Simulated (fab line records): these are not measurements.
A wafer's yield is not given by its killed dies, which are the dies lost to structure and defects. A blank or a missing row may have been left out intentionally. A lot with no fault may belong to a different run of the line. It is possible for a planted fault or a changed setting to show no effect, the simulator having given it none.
Split-lot study    flow sky130    route with 708 steps; 5 lots, 23 wafers read

SPLIT DETAILS
At SKY_FIELD_ISO_OXIDATION_01 (stabilise 600 s, purge 300 s, target thk 12 nm), the setting oxTimeS was moved away from the recipe's 1843 s on 20 of the 23 wafers read, by -6.9% to +5.2%. This setting was run at the recipe's value on the other wafers.

The split's own step is where the reading is taken.

THE READING
SiO2_of_FIELD_ISO_OXIDATION_01.thkNm (the simulator's own value, which no gauge read), in nm, at SKY_FIELD_ISO_OXIDATION_01 (stabilise 600 s, purge 300 s, target thk 12 nm). The file does not state a usual value for it. Here, 3 wafers ran the recipe; their average is 11.64 nm with a standard deviation of 0.07 nm.

wafer   tool, chamber at the split  oxTimeS as run, s  against the recipe  SiO2_of_FIELD_ISO_OXIDATION_01.thkNm, nm  against lot-mates on the recipe
L077.2  furnace-01, 0               1843               recipe              11.73                                     -
L077.3  furnace-01, 0               1843               recipe              11.56                                     -
L077.5  furnace-01, 0               1843               recipe              11.63                                     -
L080.1  -, -                        1766               -4.2%               11.08                                     no lot-mate on the recipe
L080.2  -, -                        1766               -4.2%               11.2                                      no lot-mate on the recipe
L080.3  -, -                        1766               -4.2%               11.31                                     no lot-mate on the recipe
L080.5  -, -                        1766               -4.2%               11.24                                     no lot-mate on the recipe
L080.6  -, -                        1766               -4.2%               10.98                                     no lot-mate on the recipe
L081.1  -, -                        1938               +5.2%               12.27                                     no lot-mate on the recipe
L081.2  -, -                        1938               +5.2%               12.29                                     no lot-mate on the recipe
L081.3  -, -                        1938               +5.2%               12.23                                     no lot-mate on the recipe
L081.4  -, -                        1938               +5.2%               12.51                                     no lot-mate on the recipe
L081.5  -, -                        1938               +5.2%               12.19                                     no lot-mate on the recipe
L082.2  -, -                        1732               -6.0%               11.36                                     no lot-mate on the recipe
L082.3  -, -                        1732               -6.0%               11.23                                     no lot-mate on the recipe
L082.4  -, -                        1732               -6.0%               11.41                                     no lot-mate on the recipe
L082.5  -, -                        1732               -6.0%               11.2                                      no lot-mate on the recipe
L082.6  -, -                        1732               -6.0%               11.3                                      no lot-mate on the recipe
L084.1  -, -                        1715               -6.9%               10.91                                     no lot-mate on the recipe
L084.2  -, -                        1715               -6.9%               11                                        no lot-mate on the recipe
L084.4  -, -                        1715               -6.9%               10.93                                     no lot-mate on the recipe
L084.5  -, -                        1715               -6.9%               10.93                                     no lot-mate on the recipe
L084.6  -, -                        1715               -6.9%               10.71                                     no lot-mate on the recipe

THE FIT
A straight line over all 23 wafers: SiO2_of_FIELD_ISO_OXIDATION_01.thkNm changes by +0.105 nm for each +1% of oxTimeS; r = +0.95; the points scatter about the line by 0.17 nm.
Too few moved wafers with a lot-mate on the recipe to fit a line net of each lot's own level.

FILE'S OWN FIT
SiO2_of_FIELD_ISO_OXIDATION_01.thkNm changes by +0.106 nm for each +1% of oxTimeS, r = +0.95.
